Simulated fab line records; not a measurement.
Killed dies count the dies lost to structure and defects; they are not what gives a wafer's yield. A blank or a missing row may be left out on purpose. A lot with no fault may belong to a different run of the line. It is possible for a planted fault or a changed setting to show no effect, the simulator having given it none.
Matching of chambers | flow sky130 | SKY_VIA2_ETCH_14 on rie_diel-02: 4 sister chambers
The step etches BARC in N2/H2, stops on SiO2, time 45.9 s, target depth 60 nm. 16 wafers are shown with their chamber, then 7 later ones without.

== WAFERS WITH THEIR CHAMBER ==
wafer  | chamber | run_length_s (s) | n2_flow_sccm (sccm) | throttle_valve_pct (%)
L933.1 | 0       | 73.6             | 100.05              | 13.238
L933.2 | 3       | 74.6             | 99.95               | 13.229
L933.3 | 1       | 74.1             | 100.30              | 13.241
L934.1 | 0       | 73.6             | 100.41              | 13.235
L934.2 | 2       | 75.2             | 99.92               | 13.226
L934.3 | 1       | 74.7             | 100.39              | 13.213
L935.1 | 1       | 74.0             | 99.84               | 13.224
L935.3 | 1       | 74.1             | 99.71               | 13.223
L935.6 | 1       | 74.2             | 99.89               | 13.217
L936.4 | 2       | 75.1             | 99.76               | 13.234
L936.5 | 2       | 74.8             | 99.91               | 13.222
L936.6 | 1       | 74.0             | 100.01              | 13.211
L937.2 | 2       | 74.9             | 99.97               | 13.238
L937.3 | 3       | 74.9             | 100.20              | 13.220
L937.4 | 0       | 74.1             | 99.93               | 13.220
L939.3 | 2       | 74.7             | 99.95               | 13.224

SIGNATURES, as means of the wafers listed above
reading            | chamber 0 | chamber 1 | chamber 2 | chamber 3 | scatter within a chamber
run_length_s       | 73.767    | 74.183    | 74.940    | 74.750    | 0.247
n2_flow_sccm       | 100.1300  | 100.0233  | 99.9020   | 100.0750  | 0.213
throttle_valve_pct | 13.23100  | 13.22150  | 13.22880  | 13.22450  | 0.00916
Rule: a wafer lies at a distance from a chamber equal to the root of the sum of squares, over the readings, of (its reading less the chamber's mean, divided by the reading's scatter). The wafer belongs to the nearest chamber; if the next one is less than 2 further off, it can't be placed. The scatter is the square root of a quotient: the sum, over the shown wafers, of each reading's squared deviation from its chamber's mean, divided by wafers minus chambers.

== WAFERS MISSING THEIR CHAMBER ==
wafer  | run_length_s (s) | n2_flow_sccm (sccm) | throttle_valve_pct (%)
L939.4 | 74.3             | 100.03              | 13.221
L939.5 | 74.8             | 99.91               | 13.234
L941.4 | 75.0             | 99.27               | 13.220
L941.5 | 74.7             | 100.23              | 13.225
L941.6 | 74.7             | 99.86               | 13.244
L944.5 | 74.5             | 100.06              | 13.229
L944.6 | 73.6             | 99.45               | 13.225

== EACH ONE'S CHAMBER ==
wafer  | from the rows above               | in truth
L939.4 | can't be placed: 1 or 3 or 0      | 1
L939.5 | can't be placed: 2 or 3           | 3
L941.4 | can't be placed: 2 or 3 or 1      | 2
L941.5 | can't be placed: 3 or 2 or 1      | 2
L941.6 | can't be placed: 2 or 3 or 1      | 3
L944.5 | can't be placed: 3 or 1 or 2 or 0 | 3
L944.6 | can't be placed: 0 or 1           | 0
0 of 7 placed correctly. Cannot be placed on the basis of these rows: 7; the candidates contain the true chamber in 7. Wrongly placed: 0.
